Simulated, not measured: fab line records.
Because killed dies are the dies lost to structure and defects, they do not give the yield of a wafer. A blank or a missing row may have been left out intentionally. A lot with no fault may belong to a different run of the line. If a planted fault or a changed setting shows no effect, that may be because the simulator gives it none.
Which of the tools did it? :: flow sky130 :: Sampling: 12 lots, 36 wafers, 5 of 708 route steps

== WHAT THE GAUGES SHOWED, per wafer ==
SKY_FIELD_ISO_THK_MEAS_25. Usual: for FIELD_ISO_CVD_24_THK the level is 593 nm and the standard deviation is 6.7.
lot: L300
measured: day 2 07:50
on: filmMetro-03
FIELD_ISO_CVD_24_THK (nm): 595 596 580
flag: 

lot: L301
measured: day 2 14:47
on: filmMetro-03
FIELD_ISO_CVD_24_THK (nm): 599 594 604
flag: 

lot: L302
measured: day 2 17:55
on: filmMetro-01
FIELD_ISO_CVD_24_THK (nm): 591 588 580
flag: 

lot: L303
measured: day 2 21:46
on: filmMetro-01
FIELD_ISO_CVD_24_THK (nm): 588 590 596
flag: 

lot: L309
measured: day 4 05:33
on: filmMetro-01
FIELD_ISO_CVD_24_THK (nm): 600 587 597
flag: 

lot: L310
measured: day 4 09:41
on: filmMetro-02
FIELD_ISO_CVD_24_THK (nm): 581 588 592
flag: 

lot: L312
measured: day 4 23:45
on: filmMetro-03
FIELD_ISO_CVD_24_THK (nm): 599 595 599
flag: 

lot: L313
measured: day 5 03:37
on: filmMetro-01
FIELD_ISO_CVD_24_THK (nm): 596 596 602
flag: 

lot: L314
measured: day 5 08:24
on: filmMetro-03
FIELD_ISO_CVD_24_THK (nm): 587 589 590
flag: 

lot: L321
measured: day 6 21:43
on: filmMetro-02
FIELD_ISO_CVD_24_THK (nm): 585 590 583
flag: 

lot: L322
measured: day 7 02:36
on: filmMetro-02
FIELD_ISO_CVD_24_THK (nm): 592 606 599
flag: 

lot: L323
measured: day 7 06:38
on: filmMetro-02
FIELD_ISO_CVD_24_THK (nm): 590 599 584
flag: 

SKY_VT_ADJUST_NCORE_CD_MEAS_07 targets a cd of 380 nm. Usual: cdNm reads 380.4 nm (standard deviation 2.5).
lot: L300
measured: day 8 15:23
on: cdSem-02
cdNm (nm): 384.4 381.6 383.3
flag: 

lot: L301
measured: day 8 22:35
on: cdSem-01
cdNm (nm): 379.9 382.4 380.0
flag: 

lot: L302
measured: day 8 22:53
on: cdSem-02
cdNm (nm): 384.4 383.3 381.9
flag: 

lot: L303
measured: day 9 07:08
on: cdSem-01
cdNm (nm): 380.6 380.3 381.0
flag: 

lot: L309
measured: day 11 04:38
on: cdSem-01
cdNm (nm): 376.2 376.7 377.8
flag: 

lot: L310
measured: day 11 08:52
on: cdSem-01
cdNm (nm): 381.7 381.6 382.4
flag: 

lot: L312
measured: day 12 04:46
on: cdSem-02
cdNm (nm): 373.7 375.1 374.8
flag: 

lot: L313
measured: day 12 11:14
on: cdSem-01
cdNm (nm): 382.3 382.0 381.5
flag: 

lot: L314
measured: day 12 14:41
on: cdSem-02
cdNm (nm): 381.8 382.3 381.2
flag: 

lot: L321
measured: day 14 21:47
on: cdSem-01
cdNm (nm): 384.6 380.9 382.1
flag: 

lot: L322
measured: day 15 02:41
on: cdSem-02
cdNm (nm): 377.2 383.7 378.4
flag: 

lot: L323
measured: day 15 09:42
on: cdSem-01
cdNm (nm): 378.5 378.9 378.7
flag: 

SKY_VT_ADJUST_NCORE_OVL_MEAS_08. Usual: for VT_ADJUST_NCORE_OVL the level is 0.2 nm and the standard deviation is 1.7.
lot: L300
measured: day 8 15:30
on: overlay-01
VT_ADJUST_NCORE_OVL (nm): 0.4 0.6 -0.4
flag: 

lot: L301
measured: day 8 22:41
on: overlay-01
VT_ADJUST_NCORE_OVL (nm): -3.7 0.2 -2.8
flag: 

lot: L302
measured: day 8 22:59
on: overlay-02
VT_ADJUST_NCORE_OVL (nm): 1.0 -1.0 -0.4
flag: 

lot: L303
measured: day 9 07:14
on: overlay-02
VT_ADJUST_NCORE_OVL (nm): -1.9 -1.2 -0.7
flag: 

lot: L309
measured: day 11 04:46
on: overlay-01
VT_ADJUST_NCORE_OVL (nm): 2.3 1.5 3.8
flag: 

lot: L310
measured: day 11 08:59
on: overlay-01
VT_ADJUST_NCORE_OVL (nm): 1.7 0.3 -0.7
flag: 

lot: L312
measured: day 12 04:52
on: overlay-02
VT_ADJUST_NCORE_OVL (nm): -1.3 0.2 2.0
flag: 

lot: L313
measured: day 12 11:22
on: overlay-01
VT_ADJUST_NCORE_OVL (nm): 3.3 4.3 3.0
flag: 

lot: L314
measured: day 12 14:48
on: overlay-01
VT_ADJUST_NCORE_OVL (nm): 1.9 1.1 1.7
flag: 

lot: L321
measured: day 14 21:53
on: overlay-01
VT_ADJUST_NCORE_OVL (nm): -0.2 1.4 -0.7
flag: 

lot: L322
measured: day 15 02:49
on: overlay-01
VT_ADJUST_NCORE_OVL (nm): 0.7 1.1 -0.4
flag: 

lot: L323
measured: day 15 09:47
on: overlay-01
VT_ADJUST_NCORE_OVL (nm): -1.4 -2.9 -0.6
flag: 

SKY_VT_ADJUST_HVTR_CD_MEAS_07 targets a cd of 380 nm. Usual: cdNm reads 379.5 nm (standard deviation 2.1).
lot: L300
measured: day 9 12:41
on: cdSem-01
cdNm (nm): 380.4 379.0 380.0
flag: 

lot: L301
measured: day 9 20:03
on: cdSem-02
cdNm (nm): 379.1 382.8 380.1
flag: 

lot: L302
measured: day 9 20:04
on: cdSem-01
cdNm (nm): 378.1 378.9 376.5
flag: 

lot: L303
measured: day 10 05:07
on: cdSem-01
cdNm (nm): 382.6 381.6 380.9
flag: 

lot: L309
measured: day 12 04:38
on: cdSem-01
cdNm (nm): 284.0 283.1 280.6
flag: OFF

lot: L310
measured: day 12 08:44
on: cdSem-01
cdNm (nm): 278.6 280.6 280.6
flag: OFF

lot: L312
measured: day 13 06:28
on: cdSem-02
cdNm (nm): 303.2 305.0 303.1
flag: OFF

lot: L313
measured: day 13 12:53
on: cdSem-01
cdNm (nm): 381.2 380.8 380.1
flag: 

lot: L314
measured: day 13 16:14
on: cdSem-01
cdNm (nm): 382.9 383.3 380.7
flag: 

lot: L321
measured: day 16 01:52
on: cdSem-02
cdNm (nm): 378.7 375.1 378.7
flag: 

lot: L322
measured: day 16 06:51
on: cdSem-02
cdNm (nm): 379.0 377.0 378.8
flag: 

lot: L323
measured: day 16 14:20
on: cdSem-01
cdNm (nm): 378.9 374.4 379.6
flag: 

== WHICH TOOL RAN EACH LOT (tool, then ch and the chambers of the sampled wafers, then the start) ==
lot: L300
SKY_VT_ADJUST_HVTR_DEVELOP_06: lithoTrack-03 ch 0, day 9 12:32

lot: L301
SKY_VT_ADJUST_HVTR_DEVELOP_06: lithoTrack-03 ch 0, day 9 19:54

lot: L302
SKY_VT_ADJUST_HVTR_DEVELOP_06: lithoTrack-04 ch 0, day 9 19:55

lot: L303
SKY_VT_ADJUST_HVTR_DEVELOP_06: lithoTrack-04 ch 0, day 10 04:58

lot: L309
SKY_VT_ADJUST_HVTR_DEVELOP_06: lithoTrack-03 ch 0, day 12 04:29

lot: L310
SKY_VT_ADJUST_HVTR_DEVELOP_06: lithoTrack-03 ch 0, day 12 08:35

lot: L312
SKY_VT_ADJUST_HVTR_DEVELOP_06: lithoTrack-03 ch 0, day 13 06:20

lot: L313
SKY_VT_ADJUST_HVTR_DEVELOP_06: lithoTrack-01 ch 0, day 13 12:44

lot: L314
SKY_VT_ADJUST_HVTR_DEVELOP_06: lithoTrack-01 ch 0, day 13 16:05

lot: L321
SKY_VT_ADJUST_HVTR_DEVELOP_06: lithoTrack-04 ch 0, day 16 01:43

lot: L322
SKY_VT_ADJUST_HVTR_DEVELOP_06: lithoTrack-04 ch 0, day 16 06:42

lot: L323
SKY_VT_ADJUST_HVTR_DEVELOP_06: lithoTrack-01 ch 0, day 16 14:11
- SKY_VT_ADJUST_HVTR_DEVELOP_06: develop time 60 s.

== WHAT THE TOOLS THEMSELVES READ (means of the sampled wafers that have a number; where no wafer has one, the mark that the record gives instead) ==
The record holds no such reading with a usual standard deviation.

== THE ANSWER, worked out from the rows above alone ==
Rule: lot off if the mean of its wafers having a number is beyond 3 standard deviations from the usual mean. A lot without any number at a reading at which 4 lots or more have one is off too. All remaining lots with rows at the step are treated as sound. The gauges are gone through in route order, then the tools' own readings, and for those a lot's mean is taken as printed above. The first step at which some lot is off is used, and at that step the reading that is off furthest; a lot without a number counts as furthest.
Off at SKY_VT_ADJUST_HVTR_CD_MEAS_07 (cdNm): L309, L310, L312.
A tool fits if, at a process step before that reading, it ran every lot that is off, and no sound lot after the first of them. Gauges at SKY_VT_ADJUST_HVTR_CD_MEAS_07: tried the same way as those tools. One candidate fits, namely lithoTrack-03 at SKY_VT_ADJUST_HVTR_DEVELOP_06. A fault onset in the window from L301 (day 9 19:54, its last sound lot) to L309 (day 12 04:29, its first lot off) fits.

== WHAT THE SIMULATOR PUT IN ==
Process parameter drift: lithoTrack-03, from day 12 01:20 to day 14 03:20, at SKY_VT_ADJUST_HVTR_DEVELOP_06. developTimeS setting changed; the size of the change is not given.
Struck lots among those shown: L309, L310, L312. Same finding as the rule above.
